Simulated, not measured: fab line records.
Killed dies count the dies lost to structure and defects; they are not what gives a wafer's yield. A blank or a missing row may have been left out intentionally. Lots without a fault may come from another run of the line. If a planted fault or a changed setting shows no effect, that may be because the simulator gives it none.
Which of the tools did it?	flow sky130	39 wafers from 13 lots sampled at 3 of the route's 708 steps

WHAT THE GAUGES READ, wafer by wafer
SKY_VIA3_BOW_MEAS_03. Usual: VIA3_BOW typically reads 78 um, with standard deviation 7.4.
lot	measured	on	VIA3_BOW (um)	flag
L604	day 38 21:39	film-metro-02	96 79 85	
L605	day 39 02:46	film-metro-03	77 60 77	
L606	day 39 14:03	film-metro-02	77 72 87	
L607	day 39 21:41	film-metro-03	86 74 74	
L608	day 39 22:10	film-metro-03	77 84 84	
L609	day 40 01:10	film-metro-03	74 79 77	
L614	day 41 15:10	film-metro-04	76 81 79	
L616	day 42 05:37	film-metro-02	65 63 80	
L617	day 42 12:27	film-metro-02	82 79 89	
L621	day 43 10:40	film-metro-04	78 81 84	
L622	day 44 03:18	film-metro-02	64 82 83	
L626	day 44 22:39	film-metro-04	59 74 77	
L627	day 45 04:44	film-metro-04	76 63 77	

SKY_METAL4_OVL_MEAS_14. Usual: METAL4_OVL typically reads 2 nm, with standard deviation 5.8.
lot	measured	on	METAL4_OVL (nm)	flag
L604	day 42 02:40	overlay-02	-4 5 6	
L605	day 42 05:07	overlay-01	-2 0 -4	
L606	day 42 16:20	overlay-01	-4 9 3	
L607	day 42 23:27	overlay-02	-14 -1 -5	
L608	day 42 23:48	overlay-02	3 9 9	
L609	day 43 02:32	overlay-02	1 8 5	
L614	day 44 14:34	overlay-02	0 3 1	
L616	day 45 03:45	overlay-01	-1 6 -1	
L617	day 45 11:02	overlay-02	10 5 -1	
L621	day 46 05:56	overlay-02	1 6 -5	
L622	day 46 21:35	overlay-02	-10 -9 -5	
L626	day 47 14:00	overlay-02	0 -8 6	
L627	day 47 19:58	overlay-02	4 4 10	

TOOL THAT RAN EACH LOT (tool first, then ch and the chambers of the sampled wafers, then the start)
lot	SKY_CAP2M_SPUTTER_02
L604	pvd-sputter-03, day 40 00:43
L605	pvd-sputter-03, day 40 04:26
L606	pvd-sputter-04, day 40 16:25
L607	pvd-sputter-04, day 40 23:47
L608	pvd-sputter-03, day 41 00:13
L609	pvd-sputter-04, day 41 03:52
L614	pvd-sputter-04, day 42 16:22
L616	pvd-sputter-04, day 43 06:05
L617	pvd-sputter-02, day 43 13:22
L621	pvd-sputter-04, day 44 10:50
L622	pvd-sputter-02, day 45 03:09
L626	pvd-sputter-04, day 45 20:50
L627	pvd-sputter-04, day 46 03:17
- SKY_CAP2M_SPUTTER_02: material TiN, target thk 200 nm, time 166.7 s.

WHAT THE TOOLS THEMSELVES READ (means of the sampled wafers that have a number; where no wafer has one, the mark that the record gives instead)
SKY_CAP2M_SPUTTER_02. Usual: throttle-valve-pct at 29.7 %, with a standard deviation of 1.1.
lot	tool	throttle-valve-pct (%)	flag
L604	pvd-sputter-03	28.9	
L605	pvd-sputter-03	29.5	
L606	pvd-sputter-04	30.6	
L607	pvd-sputter-04	30.7	
L608	pvd-sputter-03	29.4	
L609	pvd-sputter-04	28.5	
L614	pvd-sputter-04	30.7	
L616	pvd-sputter-04	29.4	
L617	pvd-sputter-02	29.3	
L621	pvd-sputter-04	29.7	
L622	pvd-sputter-02	30.0	
L626	pvd-sputter-04	30.8	
L627	pvd-sputter-04	30.7	

THE ANSWER, worked out from the rows above alone
Rule: a lot counts as off when the mean over its wafers that have a number is more than 3 standard deviations away from the usual mean. A lot without any number at a reading at which 4 lots or more have one is off too. Where the step has rows for the other lots, those lots are counted as sound. The gauges are gone through in route order, then the tools' own readings, and for those a lot's mean is taken as printed above. At the first step where some lot is off, the reading lying furthest off is the one used; lots without a number count as furthest.
No lot is off on any of the readings shown, so nothing can be concluded from this.

WHAT HAD BEEN PUT IN BY THE SIMULATOR
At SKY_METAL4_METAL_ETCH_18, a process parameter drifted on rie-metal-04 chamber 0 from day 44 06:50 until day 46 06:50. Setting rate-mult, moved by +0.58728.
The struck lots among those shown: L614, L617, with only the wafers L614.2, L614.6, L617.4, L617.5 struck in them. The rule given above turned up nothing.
